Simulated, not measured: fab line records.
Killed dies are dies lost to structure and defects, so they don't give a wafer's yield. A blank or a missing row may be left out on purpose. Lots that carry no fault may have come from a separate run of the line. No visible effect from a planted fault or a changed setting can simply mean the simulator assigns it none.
The tool behind it: which one? / flow gf180mcu / 10 lots, 30 wafers sampled, at 5 steps of a route of 602

## WHAT EACH GAUGE READ, for each wafer
GF_M4_CD_MEAS_14: the cd target is 280 nm. Usual: cd_nm 280.3 nm, standard deviation 1.3.
lot=L253; measured=day 22 22:34; on=cd_sem-02; cd_nm (nm)=282.4 282.4 282.2; flag=
lot=L255; measured=day 24 21:16; on=cd_sem-02; cd_nm (nm)=281.2 280.6 282.2; flag=
lot=L256; measured=day 25 00:32; on=cd_sem-01; cd_nm (nm)=280.2 280.9 281.1; flag=
lot=L257; measured=day 25 02:53; on=cd_sem-01; cd_nm (nm)=279.6 278.9 279.3; flag=
lot=L259; measured=day 25 10:03; on=cd_sem-02; cd_nm (nm)=279.5 279.1 279.1; flag=
lot=L260; measured=day 25 23:20; on=cd_sem-02; cd_nm (nm)=280.8 282.4 280.8; flag=
lot=L266; measured=day 27 17:46; on=cd_sem-01; cd_nm (nm)=280.2 279.4 280.5; flag=
lot=L271; measured=day 29 06:05; on=cd_sem-02; cd_nm (nm)=280.9 280.8 280.4; flag=
lot=L275; measured=day 30 06:20; on=cd_sem-02; cd_nm (nm)=279.7 280.0 280.0; flag=
lot=L276; measured=day 30 13:56; on=cd_sem-01; cd_nm (nm)=277.2 278.1 276.6; flag=

GF_V4_BOW_MEAS_05. Usual: for V4_BOW the level is 135 um and the standard deviation is 9.7.
lot=L253; measured=day 22 23:55; on=film_metro-04; V4_BOW (um)=116 123 131; flag=
lot=L255; measured=day 24 22:40; on=film_metro-03; V4_BOW (um)=133 133 137; flag=
lot=L256; measured=day 25 01:59; on=film_metro-01; V4_BOW (um)=139 128 141; flag=
lot=L257; measured=day 25 04:17; on=film_metro-01; V4_BOW (um)=139 142 136; flag=
lot=L259; measured=day 25 11:31; on=film_metro-03; V4_BOW (um)=129 130 140; flag=
lot=L260; measured=day 26 00:43; on=film_metro-03; V4_BOW (um)=136 127 124; flag=
lot=L266; measured=day 27 19:07; on=film_metro-01; V4_BOW (um)=147 150 142 - - -; flag=
lot=L271; measured=day 29 07:28; on=film_metro-01; V4_BOW (um)=149 151 159; flag=
lot=L275; measured=day 30 07:43; on=film_metro-01; V4_BOW (um)=155 149 136; flag=
lot=L276; measured=day 30 15:27; on=film_metro-03; V4_BOW (um)=134 130 139; flag=

## EACH LOT AND THE TOOL THAT RAN IT (in order: tool; ch and the chambers of the sampled wafers; start)
lot=L253; GF_M4_METAL_ETCH_16=rie_metal-02 ch 0,1, day 22 22:41; GF_M4_STRIP_17=plasma_asher-04 ch 0,1, day 22 22:49; GF_V4_CMP_04=cmp-02 ch 0,1,2, day 22 23:36
lot=L255; GF_M4_METAL_ETCH_16=rie_metal-04 ch 0,1, day 24 21:23; GF_M4_STRIP_17=plasma_asher-01 ch 0,1, day 24 21:31; GF_V4_CMP_04=cmp-01 ch 0,1,3, day 24 22:26
lot=L256; GF_M4_METAL_ETCH_16=rie_metal-04 ch 0,1, day 25 00:41; GF_M4_STRIP_17=plasma_asher-03 ch 0,1, day 25 00:47; GF_V4_CMP_04=cmp-01 ch 1,2, day 25 01:41
lot=L257; GF_M4_METAL_ETCH_16=rie_metal-01 ch 1, day 25 03:02; GF_M4_STRIP_17=plasma_asher-04 ch 0,1, day 25 03:09; GF_V4_CMP_04=cmp-01 ch 0,2, day 25 04:02
lot=L259; GF_M4_METAL_ETCH_16=rie_metal-01 ch 0,1, day 25 10:13; GF_M4_STRIP_17=plasma_asher-04 ch 0, day 25 10:19; GF_V4_CMP_04=cmp-02 ch 0,1,3, day 25 11:13
lot=L260; GF_M4_METAL_ETCH_16=rie_metal-01 ch 0,1, day 25 23:30; GF_M4_STRIP_17=plasma_asher-03 ch 0,1, day 25 23:37; GF_V4_CMP_04=cmp-02 ch 0,1,2, day 26 00:22
lot=L266; GF_M4_METAL_ETCH_16=rie_metal-04 ch 0,1, day 27 17:53; GF_M4_STRIP_17=plasma_asher-01 ch 0,1, day 27 18:00; GF_V4_CMP_04=cmp-01 ch 1,2,3, day 27 18:54
lot=L271; GF_M4_METAL_ETCH_16=rie_metal-04 ch 0,1, day 29 06:14; GF_M4_STRIP_17=plasma_asher-01 ch 0,1, day 29 06:20; GF_V4_CMP_04=cmp-02 ch 0,1,3, day 29 07:10
lot=L275; GF_M4_METAL_ETCH_16=rie_metal-01 ch 0,1, day 30 06:29; GF_M4_STRIP_17=plasma_asher-01 ch 0,1, day 30 06:36; GF_V4_CMP_04=cmp-02 ch 0,3, day 30 07:25
lot=L276; GF_M4_METAL_ETCH_16=rie_metal-02 ch 1, day 30 14:05; GF_M4_STRIP_17=plasma_asher-01 ch 0,1, day 30 14:19; GF_V4_CMP_04=cmp-02 ch 0,1,2, day 30 15:09
- GF_M4_METAL_ETCH_16: etches the open film in Cl2/BCl3, stops on SiO2, target depth 627.5 nm, time 104.6 s.
- GF_M4_STRIP_17: strips in O2/N2.
- GF_V4_CMP_04: polishes SiO2.

## AS READ BY THE TOOLS THEMSELVES (means over the sampled wafers that have a number; for cases with no such wafer, the mark the record gives instead)
GF_M4_METAL_ETCH_16. Usual: bias_w 140.0 W, standard deviation 0.41; drypump_motor_current_A 5.74 A, standard deviation 0.23; he_backside_leak_sccm 3.34 sccm, standard deviation 0.21; oes_product_au 0.969 a.u., standard deviation 0.0074; throttle_valve_pct 28.252 %, standard deviation 0.011.
lot=L253; tool=rie_metal-02; bias_w (W)=139.6; drypump_motor_current_A (A)=5.64; he_backside_leak_sccm (sccm)=3.27; oes_product_au (a.u.)=0.970; throttle_valve_pct (%)=28.244; flag=
lot=L255; tool=rie_metal-04; bias_w (W)=140.3; drypump_motor_current_A (A)=5.61; he_backside_leak_sccm (sccm)=3.21; oes_product_au (a.u.)=0.977; throttle_valve_pct (%)=28.250; flag=
lot=L256; tool=rie_metal-04; bias_w (W)=140.4; drypump_motor_current_A (A)=5.64; he_backside_leak_sccm (sccm)=3.30; oes_product_au (a.u.)=0.961; throttle_valve_pct (%)=28.253; flag=
lot=L257; tool=rie_metal-01; bias_w (W)=139.6; drypump_motor_current_A (A)=6.23; he_backside_leak_sccm (sccm)=3.90; oes_product_au (a.u.)=0.981; throttle_valve_pct (%)=28.243; flag=
lot=L259; tool=rie_metal-01; bias_w (W)=140.1; drypump_motor_current_A (A)=6.05; he_backside_leak_sccm (sccm)=3.51; oes_product_au (a.u.)=0.967; throttle_valve_pct (%)=28.259; flag=
lot=L260; tool=rie_metal-01; bias_w (W)=139.9; drypump_motor_current_A (A)=6.04; he_backside_leak_sccm (sccm)=3.53; oes_product_au (a.u.)=0.974; throttle_valve_pct (%)=28.244; flag=
lot=L266; tool=rie_metal-04; bias_w (W)=140.1; drypump_motor_current_A (A)=5.59; he_backside_leak_sccm (sccm)=3.27; oes_product_au (a.u.)=0.977; throttle_valve_pct (%)=28.249; flag=
lot=L271; tool=rie_metal-04; bias_w (W)=140.3; drypump_motor_current_A (A)=5.63; he_backside_leak_sccm (sccm)=3.29; oes_product_au (a.u.)=0.972; throttle_valve_pct (%)=28.252; flag=
lot=L275; tool=rie_metal-01; bias_w (W)=140.6; drypump_motor_current_A (A)=6.04; he_backside_leak_sccm (sccm)=3.51; oes_product_au (a.u.)=0.966; throttle_valve_pct (%)=28.254; flag=
lot=L276; tool=rie_metal-02; bias_w (W)=140.1; drypump_motor_current_A (A)=5.84; he_backside_leak_sccm (sccm)=3.39; oes_product_au (a.u.)=0.969; throttle_valve_pct (%)=28.264; flag=

GF_M4_STRIP_17. Usual: drypump_motor_current_A 5.7 A, standard deviation 0.55; heater_power_w 326 W, standard deviation 29; oes_product_au 0.559 a.u., standard deviation 0.005; strip_time_to_endpoint_s 7.91 s, standard deviation 0.06.
lot=L253; tool=plasma_asher-04; drypump_motor_current_A (A)=5.9; heater_power_w (W)=328; oes_product_au (a.u.)=0.562; strip_time_to_endpoint_s (s)=7.90; flag=
lot=L255; tool=plasma_asher-01; drypump_motor_current_A (A)=5.3; heater_power_w (W)=318; oes_product_au (a.u.)=0.558; strip_time_to_endpoint_s (s)=7.81; flag=
lot=L256; tool=plasma_asher-03; drypump_motor_current_A (A)=5.5; heater_power_w (W)=330; oes_product_au (a.u.)=0.557; strip_time_to_endpoint_s (s)=7.87; flag=
lot=L257; tool=plasma_asher-04; drypump_motor_current_A (A)=6.3; heater_power_w (W)=354; oes_product_au (a.u.)=0.553; strip_time_to_endpoint_s (s)=7.87; flag=
lot=L259; tool=plasma_asher-04; drypump_motor_current_A (A)=6.6; heater_power_w (W)=392; oes_product_au (a.u.)=0.557; strip_time_to_endpoint_s (s)=7.90; flag=
lot=L260; tool=plasma_asher-03; drypump_motor_current_A (A)=5.5; heater_power_w (W)=316; oes_product_au (a.u.)=0.551; strip_time_to_endpoint_s (s)=7.92; flag=
lot=L266; tool=plasma_asher-01; drypump_motor_current_A (A)=5.3; heater_power_w (W)=316; oes_product_au (a.u.)=0.558; strip_time_to_endpoint_s (s)=7.87; flag=
lot=L271; tool=plasma_asher-01; drypump_motor_current_A (A)=5.3; heater_power_w (W)=321; oes_product_au (a.u.)=0.560; strip_time_to_endpoint_s (s)=7.92; flag=
lot=L275; tool=plasma_asher-01; drypump_motor_current_A (A)=5.3; heater_power_w (W)=315; oes_product_au (a.u.)=0.558; strip_time_to_endpoint_s (s)=7.89; flag=
lot=L276; tool=plasma_asher-01; drypump_motor_current_A (A)=5.3; heater_power_w (W)=317; oes_product_au (a.u.)=0.565; strip_time_to_endpoint_s (s)=7.98; flag=

GF_V4_CMP_04. Usual: edge_zone_pressure_frac 1.000, standard deviation 0.0043; motor_current_A 11.2 A, standard deviation 1.1; retaining_ring_pressure_frac 1.000, standard deviation 0.0048; time_to_endpoint_s 80 s, standard deviation 6.6.
lot=L253; tool=cmp-02; edge_zone_pressure_frac=0.998; motor_current_A (A)=11.1; retaining_ring_pressure_frac=1.000; time_to_endpoint_s (s)=84; flag=
lot=L255; tool=cmp-01; edge_zone_pressure_frac=1.003; motor_current_A (A)=10.6; retaining_ring_pressure_frac=0.994; time_to_endpoint_s (s)=82; flag=
lot=L256; tool=cmp-01; edge_zone_pressure_frac=1.003; motor_current_A (A)=10.7; retaining_ring_pressure_frac=1.003; time_to_endpoint_s (s)=89; flag=
lot=L257; tool=cmp-01; edge_zone_pressure_frac=0.998; motor_current_A (A)=12.3; retaining_ring_pressure_frac=1.003; time_to_endpoint_s (s)=78; flag=
lot=L259; tool=cmp-02; edge_zone_pressure_frac=0.997; motor_current_A (A)=11.5; retaining_ring_pressure_frac=0.997; time_to_endpoint_s (s)=76; flag=
lot=L260; tool=cmp-02; edge_zone_pressure_frac=0.999; motor_current_A (A)=11.3; retaining_ring_pressure_frac=1.002; time_to_endpoint_s (s)=80; flag=
lot=L266; tool=cmp-01; edge_zone_pressure_frac=1.000; motor_current_A (A)=10.3; retaining_ring_pressure_frac=1.000; time_to_endpoint_s (s)=61; flag=
lot=L271; tool=cmp-02; edge_zone_pressure_frac=1.005; motor_current_A (A)=11.6; retaining_ring_pressure_frac=1.001; time_to_endpoint_s (s)=78; flag=
lot=L275; tool=cmp-02; edge_zone_pressure_frac=0.995; motor_current_A (A)=12.4; retaining_ring_pressure_frac=1.000; time_to_endpoint_s (s)=81; flag=
lot=L276; tool=cmp-02; edge_zone_pressure_frac=1.003; motor_current_A (A)=11.4; retaining_ring_pressure_frac=0.998; time_to_endpoint_s (s)=72; flag=

## THE ANSWER, worked out from the rows above alone
Rule: a lot is off if the mean of its wafers that have a number lies more than 3 standard deviations from the usual mean. A lot without any number at a reading at which 4 lots or more have one is off too. All remaining lots with rows at the step are treated as sound. Order of review: gauges by route order, followed by the tools' own readings, for which a lot's mean as printed above is used. At the first step where some lot is off, the reading lying furthest off is the one used; lots without a number count as furthest.
Nothing can be told from this: no lot is off at any reading shown.

## WHAT HAD BEEN PUT IN BY THE SIMULATOR
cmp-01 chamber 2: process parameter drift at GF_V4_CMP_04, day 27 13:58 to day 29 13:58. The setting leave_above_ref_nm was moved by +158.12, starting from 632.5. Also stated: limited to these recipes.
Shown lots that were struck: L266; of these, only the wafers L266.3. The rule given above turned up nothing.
